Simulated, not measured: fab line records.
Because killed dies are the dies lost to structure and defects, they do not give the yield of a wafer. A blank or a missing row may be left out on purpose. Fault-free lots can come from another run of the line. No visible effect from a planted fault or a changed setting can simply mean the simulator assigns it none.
fab line records	flow sky130
record: lots: 24	wafers: 72	last-day: 50
route steps=708 shown FIELD_ISO@28 PWDE@55 CONTACT@429 METAL1@449 METAL2@484 VIA2@508
lots that met no fault: from a run of the same line without faults
start-h: hours from the record's first day to the start of the lot's first wafer shown	wait-h: hours since the lot's step before	" same as the row above	L1.1+2: a row that stands for several wafers	- value missing, or start not given	* or withheld: withheld	< > ~ a bound
route shown NAME@n: a module of which the file shows steps, and the number in the route of the first	usual: mean/standard deviation of fault-free wafers	same: alike in all rows	chamber/n: place in a boat	sites: the reading at each site	_std_site: how widely they spread, as a standard deviation	_edge_site: mean of outer sites minus mean of inner sites	radius-mm: how far each site lies from the wafer's centre	mask NAME#n: copy n	behind: tool/chamber where the wafer was last shaped	hold: why the lot went on hold/how many hours it stayed there/how the hold came to an end	device: names the non-switching transistor (n, p or np)	end of line: the tests these same wafers got at the end of their route	a step without rows: its recipe alone	killed: dies lost to structure and defects at the first sort, not the wafer's yield	map: a wafer's dies, x killed, . not, _ none there
set.NAME: the setting that was run; set.NAME@STEP: the one run at that earlier step	model.NAME: the simulator's own value behind a step, which no gauge read
one table for each step of the route and one row for each wafer, over a sample of lots
services: from which hour (start-h, from the record's first day; less than 0 if before it) a tool's chamber was out of use, for how many hours, and why
== steps ==
step: SKY_FIELD_ISO_CMP_27
recipe: stop-on: Si3N4	t-overpolish-s: 16	down-force-psi: 4	platen-rpm: 60	target-thk-nm: 457.8	pad-velocity-m-s: 0.94248
usual: head-pressure-psi: 4.000/0.0099	motor-current-A: 12.6/1.2	overpolish-run-s: 16.000/0.0099	time-to-endpoint-s: 113/4.3
lot.wafer	tool	chamber	start-h	wait-h	head-pressure-psi	motor-current-A	overpolish-run-s	time-to-endpoint-s
L074.3	cmp-02	3	32.24	0.1	3.985	13.3	15.993	112
L074.6	"	1	"	"	4.006	14.2	16.008	116
L074.5	"	2	"	"	4.003	12.7	15.995	113
L075.3	cmp-02	3	36.64	0.1	3.991	13.0	15.991	115
L075.1	"	2	"	"	3.992	13.1	16.001	114
L075.6	"	3	"	"	3.996	12.7	15.996	117
L076.4	cmp-02	1	43.71	0.2	4.002	13.4	16.001	121
L076.2	"	2	"	"	3.995	13.4	16.001	115
L076.5	"	0	"	"	3.999	12.8	16.007	119
L077.4	cmp-02	1	51.54	0.1	4.002	14.5	15.994	121
L077.1	"	2	"	"	3.989	12.9	16.016	116
L077.6	"	1	"	"	4.016	13.3	15.977	118
L078.2	cmp-02	2	62.66	0.1	4.021	12.8	15.997	118
L078.4	"	0	"	"	4.025	11.8	16.008	112
L078.6	"	1	"	"	3.979	13.9	15.997	115
L079.4	cmp-02	3	72.47	0.0	4.010	13.2	15.992	114
L079.2	"	2	"	"	3.989	13.4	15.994	109
L079.6	"	0	"	"	4.022	12.7	16.001	110
L080.2	cmp-01	0	72.47	0.0	4.011	10.1	16.001	112
L080.3	"	1	"	"	3.985	13.1	16.005	114
L080.1	"	2	"	"	4.000	13.6	15.998	114
L081.3	cmp-02	2	79.66	0.1	4.007	13.4	16.008	116
L081.5	"	1	"	"	4.003	13.5	15.979	121
L081.6	"	2	"	"	4.005	13.5	15.986	113
L082.2	cmp-02	2	82.14	0.0	4.017	13.2	15.994	117
L082.3	"	1	"	"	4.004	14.0	16.015	122
L082.6	"	3	"	"	3.971	12.6	15.992	116
L083.3	cmp-01	2	82.14	0.0	4.000	13.5	15.998	119
L083.2	"	0	"	"	3.993	10.1	16.009	112
L083.6	"	3	"	"	4.035	10.3	15.995	123
L084.2	cmp-01	1	87.97	0.0	3.977	13.1	16.003	114
L084.3	"	0	"	"	3.999	10.2	16.014	113
L084.6	"	2	"	"	4.009	13.5	16.002	113
L085.4	cmp-01	1	89.07	0.0	4.001	13.0	15.998	117
L085.3	"	2	"	"	3.999	13.3	16.001	120
L085.5	"	2	"	"	3.993	13.6	16.004	115
L086.1	cmp-01	0	100.59	0.1	4.000	9.8	15.986	111
L086.4	"	1	"	"	3.986	13.3	16.018	111
L086.3	"	2	"	"	3.995	13.6	16.001	108
L087.3	cmp-02	1	100.59	0.1	4.020	13.3	15.998	110
L087.2	"	2	"	"	4.004	13.6	15.990	107
L087.6	"	0	"	"	3.996	12.3	16.000	109
L088.3	cmp-02	3	109.17	0.0	3.989	13.5	15.997	113
L088.5	"	3	"	"	4.004	12.7	16.016	113
L088.6	"	0	"	"	3.992	12.6	15.997	106
L089.2	cmp-01	3	113.59	0.0	4.008	10.5	16.004	118
L089.1	"	1	"	"	4.009	13.5	16.012	116
L089.3	"	2	"	"	3.987	14.0	15.999	115
L090.1	cmp-01	3	116.63	0.1	4.003	10.4	16.011	115
L090.2	"	1	"	"	3.995	12.2	16.012	109
L090.5	"	3	"	"	4.006	10.3	15.993	117
L091.1	cmp-02	3	124.59	0.0	3.994	13.4	16.020	107
L091.5	"	3	"	"	4.001	12.8	15.992	107
L091.6	"	0	"	"	3.986	12.0	16.002	106
L092.4	cmp-01	1	130.30	0.1	3.999	13.2	15.981	111
L092.2	"	2	"	"	3.991	13.6	15.995	116
L092.5	"	1	"	"	3.984	13.0	16.001	114
L093.2	cmp-02	2	131.81	0.1	3.995	12.6	15.992	108
L093.1	"	0	"	"	3.987	12.5	15.990	108
L093.6	"	1	"	"	4.013	13.8	16.017	112
L094.1	cmp-02	1	137.87	0.1	3.990	14.2	16.006	114
L094.6	"	0	"	"	3.996	12.0	15.989	110
L094.5	"	1	"	"	3.990	13.8	16.022	115
L095.4	cmp-02	1	147.74	0.4	3.996	14.3	16.008	114
L095.5	"	3	"	"	4.002	13.3	16.027	110
L095.6	"	0	"	"	4.000	12.3	15.995	111
L096.2	cmp-02	2	150.92	0.0	4.000	13.2	15.997	112
L096.4	"	0	"	"	3.999	13.1	16.004	112
L096.1	"	1	"	"	4.002	13.8	15.997	114
L097.4	cmp-02	2	154.63	0.1	3.999	12.6	15.995	105
L097.6	"	3	"	"	4.011	13.4	15.992	109
L097.5	"	0	"	"	3.990	12.9	15.996	106
step: SKY_PWDE_TW_MEAS_10
usual: PWDE_TW: 373.0/2.1
lot.wafer	tool	chamber	start-h	wait-h	PWDE_TW
L074.3	film-metro-01	-	65.68	0.1	375.6
L074.5	"	-	"	"	378.6
L074.6	"	-	"	"	374.0
L075.1	film-metro-01	-	71.06	0.1	375.3
L075.3	"	-	"	"	374.3
L075.6	"	-	"	"	376.4
L076.2	film-metro-03	-	77.57	0.1	372.0
L076.4	"	-	"	"	372.2
L076.5	"	-	"	"	373.8
L077.1	film-metro-01	-	94.92	0.1	375.3
L077.4	"	-	"	"	374.6
L077.6	"	-	"	"	373.2
L078.2	film-metro-02	-	105.78	0.1	370.5
L078.4	"	-	"	"	371.9
L078.6	"	-	"	"	371.4
L080.1	film-metro-02	-	114.06	0.1	372.5
L080.2	"	-	"	"	372.1
L080.3	"	-	"	"	373.2
L079.2	film-metro-02	-	114.77	0.1	372.5
L079.4	"	-	"	"	371.9
L079.6	"	-	"	"	372.2
L081.3	film-metro-02	-	119.94	0.1	372.2
L081.5	"	-	"	"	372.6
L081.6	"	-	"	"	375.3
L082.2	film-metro-02	-	122.48	0.1	372.3
L082.3	"	-	"	"	371.1
L082.6	"	-	"	"	372.3
L083.2	film-metro-01	-	123.43	0.1	374.0
L083.3	"	-	"	"	375.6
L083.6	"	-	"	"	374.5
L084.2	film-metro-02	-	126.92	0.1	371.2
L084.3	"	-	"	"	374.0
L084.6	"	-	"	"	370.4
L085.3	film-metro-02	-	128.18	0.1	367.6
L085.4	"	-	"	"	370.9
L085.5	"	-	"	"	369.1
L087.2	film-metro-02	-	143.68	0.1	369.7
L087.3	"	-	"	"	371.6
L087.6	"	-	"	"	369.7
L086.1	film-metro-03	-	144.06	0.1	373.2
L086.3	"	-	"	"	373.1
L086.4	"	-	"	"	372.0
L088.3	film-metro-01	-	152.43	0.1	374.8
L088.5	"	-	"	"	378.0
L088.6	"	-	"	"	376.1
L089.1	film-metro-02	-	156.11	0.1	372.8
L089.2	"	-	"	"	369.9
L089.3	"	-	"	"	369.9
L090.1	film-metro-01	-	161.61	0.1	375.2
L090.2	"	-	"	"	376.7
L090.5	"	-	"	"	376.6
L091.1	film-metro-01	-	166.77	0.1	374.6
L091.5	"	-	"	"	376.4
L091.6	"	-	"	"	375.5
L092.2	film-metro-03	-	173.63	0.1	374.3
L092.4	"	-	"	"	372.6
L092.5	"	-	"	"	372.5
L093.1	film-metro-03	-	175.27	0.1	372.5
L093.2	"	-	"	"	372.7
L093.6	"	-	"	"	375.9
L094.1	film-metro-01	-	180.46	0.1	372.9
L094.5	"	-	"	"	373.1
L094.6	"	-	"	"	376.0
L095.4	film-metro-02	-	193.40	0.1	372.8
L095.5	"	-	"	"	371.3
L095.6	"	-	"	"	372.2
L096.1	film-metro-02	-	197.22	0.1	372.8
L096.2	"	-	"	"	371.6
L096.4	"	-	"	"	370.4
L097.4	film-metro-02	-	198.39	0.1	369.6
L097.5	"	-	"	"	369.4
L097.6	"	-	"	"	371.2
step: SKY_CONTACT_SPUTTER_23
recipe: material: TiN	target-thk-nm: 20	chamber-pressure-pa: 5	power-w: 4000	time-s: 80
usual: throttle-valve-pct: 29.9/1.1
lot.wafer	tool	chamber	start-h	wait-h	throttle-valve-pct
L074.3	pvd-sputter-02	-	742.86	0.0	28.8
L074.5	"	-	"	"	30.8
L074.6	"	-	"	"	30.3
L075.1	pvd-sputter-02	-	752.15	0.0	28.9
L075.3	"	-	"	"	32.0
L075.6	"	-	"	"	32.2
L076.2	pvd-sputter-02	-	757.23	0.0	28.6
L076.4	"	-	"	"	30.5
L076.5	"	-	"	"	30.1
L077.1	pvd-sputter-03	-	777.70	0.0	28.1
L077.4	"	-	"	"	30.9
L077.6	"	-	"	"	30.0
L078.2	pvd-sputter-01	-	800.56	0.0	30.6
L078.4	"	-	"	"	29.9
L078.6	"	-	"	"	29.9
L080.1	pvd-sputter-01	-	808.95	0.0	30.8
L080.2	"	-	"	"	29.9
L080.3	"	-	"	"	28.4
L079.2	pvd-sputter-03	-	809.33	0.0	29.9
L079.4	"	-	"	"	28.0
L079.6	"	-	"	"	31.1
L081.3	pvd-sputter-01	-	824.40	0.0	27.9
L081.5	"	-	"	"	30.0
L081.6	"	-	"	"	28.3
L082.2	pvd-sputter-03	-	826.72	0.0	28.1
L082.3	"	-	"	"	30.0
L082.6	"	-	"	"	29.8
L083.2	pvd-sputter-01	-	828.64	0.0	29.9
L083.3	"	-	"	"	29.8
L083.6	"	-	"	"	28.5
L085.3	pvd-sputter-02	-	829.43	0.0	30.9
L085.4	"	-	"	"	32.1
L085.5	"	-	"	"	30.8
L084.2	pvd-sputter-03	-	829.78	0.0	28.0
L084.3	"	-	"	"	30.2
L084.6	"	-	"	"	30.2
L087.2	pvd-sputter-02	-	843.12	0.0	32.1
L087.3	"	-	"	"	28.8
L087.6	"	-	"	"	32.3
L086.1	pvd-sputter-01	-	849.45	0.0	29.9
L086.3	"	-	"	"	30.0
L086.4	"	-	"	"	28.1
L089.1	pvd-sputter-01	-	863.11	0.0	28.4
L089.2	"	-	"	"	30.1
L089.3	"	-	"	"	30.9
L088.3	pvd-sputter-01	-	867.56	0.0	29.8
L088.5	"	-	"	"	30.7
L088.6	"	-	"	"	29.8
L090.1	pvd-sputter-03	-	875.90	0.0	27.8
L090.2	"	-	"	"	30.0
L090.5	"	-	"	"	29.9
L091.1	pvd-sputter-03	-	878.56	0.0	30.2
L091.5	"	-	"	"	27.6
L091.6	"	-	"	"	30.0
L092.2	pvd-sputter-01	-	881.61	0.0	30.5
L092.4	"	-	"	"	30.0
L092.5	"	-	"	"	30.7
L093.1	pvd-sputter-01	-	883.36	0.0	28.5
L093.2	"	-	"	"	30.2
L093.6	"	-	"	"	29.7
L094.1	pvd-sputter-01	-	887.97	0.0	29.8
L094.5	"	-	"	"	28.1
L094.6	"	-	"	"	30.2
L095.4	pvd-sputter-01	-	908.36	0.0	29.8
L095.5	"	-	"	"	28.1
L095.6	"	-	"	"	29.7
L096.1	pvd-sputter-02	-	909.66	0.0	32.3
L096.2	"	-	"	"	28.8
L096.4	"	-	"	"	30.3
L097.4	pvd-sputter-01	-	910.92	0.0	28.3
L097.5	"	-	"	"	29.9
L097.6	"	-	"	"	30.5
step: SKY_METAL1_CD_MEAS_15
recipe: target-cd-nm: 140
usual: cd-nm: 140.3/1.8
lot.wafer	tool	chamber	start-h	wait-h	cd-nm
L074.3	cd-sem-01	-	771.17	-	140.6
L074.5	"	-	"	"	140.2
L074.6	"	-	"	"	140.2
L075.1	cd-sem-01	-	779.78	-	142.1
L075.3	"	-	"	"	141.6
L075.6	"	-	"	"	142.4
L076.2	cd-sem-01	-	784.80	-	139.2
L076.4	"	-	"	"	140.8
L076.5	"	-	"	"	139.9
L077.1	cd-sem-01	-	802.82	-	140.8
L077.4	"	-	"	"	142.2
L077.6	"	-	"	"	141.6
L078.2	cd-sem-02	-	828.15	-	138.7
L078.4	"	-	"	"	139.6
L078.6	"	-	"	"	139.5
L080.1	cd-sem-02	-	836.58	-	139.4
L080.2	"	-	"	"	139.5
L080.3	"	-	"	"	140.2
L079.2	cd-sem-01	-	836.94	-	142.0
L079.4	"	-	"	"	140.9
L079.6	"	-	"	"	139.2
L081.3	cd-sem-01	-	852.42	-	140.2
L081.5	"	-	"	"	139.7
L081.6	"	-	"	"	137.5
L082.2	cd-sem-01	-	854.67	-	140.2
L082.3	"	-	"	"	140.0
L082.6	"	-	"	"	139.2
L083.2	cd-sem-01	-	855.94	-	138.6
L083.3	"	-	"	"	140.0
L083.6	"	-	"	"	138.7
L085.3	cd-sem-02	-	857.42	-	137.8
L085.4	"	-	"	"	137.4
L085.5	"	-	"	"	139.0
L084.2	cd-sem-01	-	857.49	-	137.1
L084.3	"	-	"	"	136.8
L084.6	"	-	"	"	137.4
L087.2	cd-sem-02	-	870.25	-	142.6
L087.3	"	-	"	"	141.6
L087.6	"	-	"	"	143.8
L086.1	cd-sem-02	-	876.53	-	139.1
L086.3	"	-	"	"	139.0
L086.4	"	-	"	"	140.7
L089.1	cd-sem-02	-	888.18	-	142.6
L089.2	"	-	"	"	144.1
L089.3	"	-	"	"	141.4
L088.3	cd-sem-01	-	893.86	-	140.3
L088.5	"	-	"	"	143.9
L088.6	"	-	"	"	142.4
L090.1	cd-sem-01	-	901.83	-	140.2
L090.2	"	-	"	"	142.0
L090.5	"	-	"	"	142.2
L091.1	cd-sem-02	-	904.65	-	138.6
L091.5	"	-	"	"	138.9
L091.6	"	-	"	"	139.5
L092.2	cd-sem-02	-	908.65	-	138.6
L092.4	"	-	"	"	140.1
L092.5	"	-	"	"	139.2
L093.1	cd-sem-02	-	909.68	-	141.3
L093.2	"	-	"	"	139.0
L093.6	"	-	"	"	139.3
L094.1	cd-sem-01	-	914.48	-	141.0
L094.5	"	-	"	"	141.5
L094.6	"	-	"	"	143.2
L095.4	cd-sem-02	-	934.84	-	142.7
L095.5	"	-	"	"	143.2
L095.6	"	-	"	"	142.8
L096.1	cd-sem-01	-	936.17	-	139.9
L096.2	"	-	"	"	140.6
L096.4	"	-	"	"	138.2
L097.4	cd-sem-01	-	938.89	-	140.3
L097.5	"	-	"	"	139.5
L097.6	"	-	"	"	140.8
step: SKY_METAL2_SPUTTER_01
recipe: material: TiN	target-thk-nm: 20	power-w: 6500	time-s: 16.7	chamber-pressure-pa: 0.4
usual: throttle-valve-pct: 30.3/1.4
lot.wafer	tool	chamber	start-h	wait-h	throttle-valve-pct
L074.3	pvd-sputter-03	-	799.57	0.0	30.0
L074.5	"	-	"	"	30.8
L074.6	"	-	"	"	30.1
L075.1	pvd-sputter-02	-	807.32	0.0	28.8
L075.3	"	-	"	"	31.2
L075.6	"	-	"	"	32.1
L076.2	pvd-sputter-02	-	814.38	0.0	30.3
L076.4	"	-	"	"	32.0
L076.5	"	-	"	"	30.3
L077.1	pvd-sputter-04	-	833.77	0.0	31.6
L077.4	"	-	"	"	29.0
L077.6	"	-	"	"	28.9
L078.2	pvd-sputter-02	-	858.23	0.0	32.3
L078.4	"	-	"	"	28.9
L078.6	"	-	"	"	30.7
L080.1	pvd-sputter-02	-	865.72	0.0	32.1
L080.2	"	-	"	"	28.7
L080.3	"	-	"	"	30.3
L079.2	pvd-sputter-04	-	866.67	0.0	29.0
L079.4	"	-	"	"	32.9
L079.6	"	-	"	"	29.0
L081.3	pvd-sputter-03	-	881.09	0.0	30.2
L081.5	"	-	"	"	30.1
L081.6	"	-	"	"	28.0
L082.2	pvd-sputter-03	-	883.07	0.0	30.0
L082.3	"	-	"	"	28.2
L082.6	"	-	"	"	31.0
L083.2	pvd-sputter-02	-	884.07	0.0	32.1
L083.3	"	-	"	"	30.8
L083.6	"	-	"	"	30.3
L085.3	pvd-sputter-03	-	885.51	0.0	31.0
L085.4	"	-	"	"	30.2
L085.5	"	-	"	"	29.7
L084.2	pvd-sputter-02	-	886.05	0.0	32.3
L084.3	"	-	"	"	30.8
L084.6	"	-	"	"	30.2
L087.2	pvd-sputter-03	-	898.03	0.0	29.8
L087.3	"	-	"	"	27.9
L087.6	"	-	"	"	30.1
L086.1	pvd-sputter-04	-	904.63	0.0	32.9
L086.3	"	-	"	"	29.1
L086.4	"	-	"	"	31.4
L089.1	pvd-sputter-03	-	917.18	0.0	30.2
L089.2	"	-	"	"	30.1
L089.3	"	-	"	"	28.0
L088.3	pvd-sputter-03	-	922.28	0.0	27.8
L088.5	"	-	"	"	31.0
L088.6	"	-	"	"	29.9
L090.1	pvd-sputter-02	-	931.67	0.0	32.4
L090.2	"	-	"	"	28.6
L090.5	"	-	"	"	30.5
L091.1	pvd-sputter-04	-	934.08	0.0	31.4
L091.5	"	-	"	"	33.1
L091.6	"	-	"	"	28.9
L092.2	pvd-sputter-04	-	937.56	0.0	29.1
L092.4	"	-	"	"	31.4
L092.5	"	-	"	"	31.4
L093.1	pvd-sputter-03	-	939.03	0.0	28.0
L093.2	"	-	"	"	30.4
L093.6	"	-	"	"	28.0
L094.1	pvd-sputter-03	-	943.33	0.0	28.1
L094.5	"	-	"	"	27.8
L094.6	"	-	"	"	30.0
L095.4	pvd-sputter-04	-	962.31	0.0	33.0
L095.5	"	-	"	"	28.9
L095.6	"	-	"	"	33.0
L096.1	pvd-sputter-03	-	962.52	0.0	29.9
L096.2	"	-	"	"	29.9
L096.4	"	-	"	"	27.9
L097.4	pvd-sputter-04	-	965.86	0.0	28.9
L097.5	"	-	"	"	32.9
L097.6	"	-	"	"	29.0
step: SKY_VIA2_THK_MEAS_01
recipe: reads: SiO2_of_VIA2_HDPCVD_00
usual: VIA2_HDPCVD_THK: 1180/11
lot.wafer	tool	chamber	start-h	wait-h	VIA2_HDPCVD_THK[nm]
L074.3	film-metro-02	-	828.40	0.1	1169
L074.5	"	-	"	"	1186
L074.6	"	-	"	"	1194
L075.1	film-metro-02	-	836.35	0.1	1183
L075.3	"	-	"	"	1174
L075.6	"	-	"	"	1186
L076.2	film-metro-04	-	841.30	0.1	1193
L076.4	"	-	"	"	1195
L076.5	"	-	"	"	1192
L077.1	film-metro-01	-	862.87	0.1	1209
L077.4	"	-	"	"	1207
L077.6	"	-	"	"	1192
L078.2	film-metro-04	-	884.44	0.1	1192
L078.4	"	-	"	"	1188
L078.6	"	-	"	"	1189
L080.1	film-metro-01	-	890.94	0.1	1187
L080.2	"	-	"	"	1187
L080.3	"	-	"	"	1181
L079.2	film-metro-04	-	893.29	0.1	1183
L079.4	"	-	"	"	1181
L079.6	"	-	"	"	1172
L081.3	film-metro-01	-	907.77	0.1	1168
L081.5	"	-	"	"	1183
L081.6	"	-	"	"	1177
L082.2	film-metro-01	-	910.26	0.1	1183
L082.3	"	-	"	"	1181
L082.6	"	-	"	"	1179
L083.2	film-metro-04	-	911.24	0.1	1201
L083.3	"	-	"	"	1172
L083.6	"	-	"	"	1176
L085.3	film-metro-01	-	912.80	0.1	1176
L085.4	"	-	"	"	1200
L085.5	"	-	"	"	1169
L084.2	film-metro-04	-	913.62	0.1	1194
L084.3	"	-	"	"	1185
L084.6	"	-	"	"	1190
L087.2	film-metro-02	-	924.76	0.1	1194
L087.3	"	-	"	"	1180
L087.6	"	-	"	"	1194
L086.1	film-metro-01	-	932.24	0.1	1186
L086.3	"	-	"	"	1163
L086.4	"	-	"	"	1167
L089.1	film-metro-04	-	943.89	0.1	1184
L089.2	"	-	"	"	1161
L089.3	"	-	"	"	1164
L088.3	film-metro-01	-	949.34	0.1	1202
L088.5	"	-	"	"	1193
L088.6	"	-	"	"	1174
L090.1	film-metro-01	-	957.67	0.1	1179
L090.2	"	-	"	"	1184
L090.5	"	-	"	"	1181
L091.1	film-metro-04	-	959.97	0.1	1160
L091.5	"	-	"	"	1171
L091.6	"	-	"	"	1186
L092.2	film-metro-02	-	962.58	0.1	1188
L092.4	"	-	"	"	1206
L092.5	"	-	"	"	1183
L093.1	film-metro-04	-	964.13	0.1	1176
L093.2	"	-	"	"	1176
L093.6	"	-	"	"	1190
L094.1	film-metro-02	-	968.84	0.1	1186
L094.5	"	-	"	"	1182
L094.6	"	-	"	"	1165
L095.4	film-metro-02	-	987.76	0.0	1181
L095.5	"	-	"	"	1176
L095.6	"	-	"	"	1187
L096.1	film-metro-04	-	987.94	0.1	1173
L096.2	"	-	"	"	1181
L096.4	"	-	"	"	1171
L097.4	film-metro-01	-	992.03	0.0	1186
L097.5	"	-	"	"	1188
L097.6	"	-	"	"	1169
== services ==
tool	chamber	start-h	hours	kind
cmp-02	-	12.70	6.3	pm
cmp-02	-	37.86	3.2	repair
pvd-sputter-03	-	41.99	5.8	repair
cmp-02	-	64.00	4.0	pm
cmp-02	-	82.44	17.9	pm
pvd-sputter-03	-	300.73	4.2	repair
pvd-sputter-03	-	306.79	1.8	repair
pvd-sputter-03	-	376.85	4.8	repair
cmp-02	-	381.70	7.6	pm
cmp-02	-	393.98	2.7	repair
cmp-02	-	404.00	4.0	pm
cmp-02	-	424.31	1.1	repair
cmp-02	-	468.39	4.0	repair
cmp-02	-	484.21	0.6	repair
pvd-sputter-03	-	501.20	2.0	repair
cmp-02	-	525.70	8.1	pm
pvd-sputter-03	-	543.17	8.9	repair
pvd-sputter-03	-	586.47	1.2	repair
cmp-02	-	700.20	0.3	repair
cmp-02	-	728.68	2.6	repair
cmp-02	-	737.89	6.6	repair
cmp-02	-	744.49	4.0	pm
cmp-02	-	750.70	5.4	pm
cmp-02	-	784.72	1.5	repair
== key ==
fault none
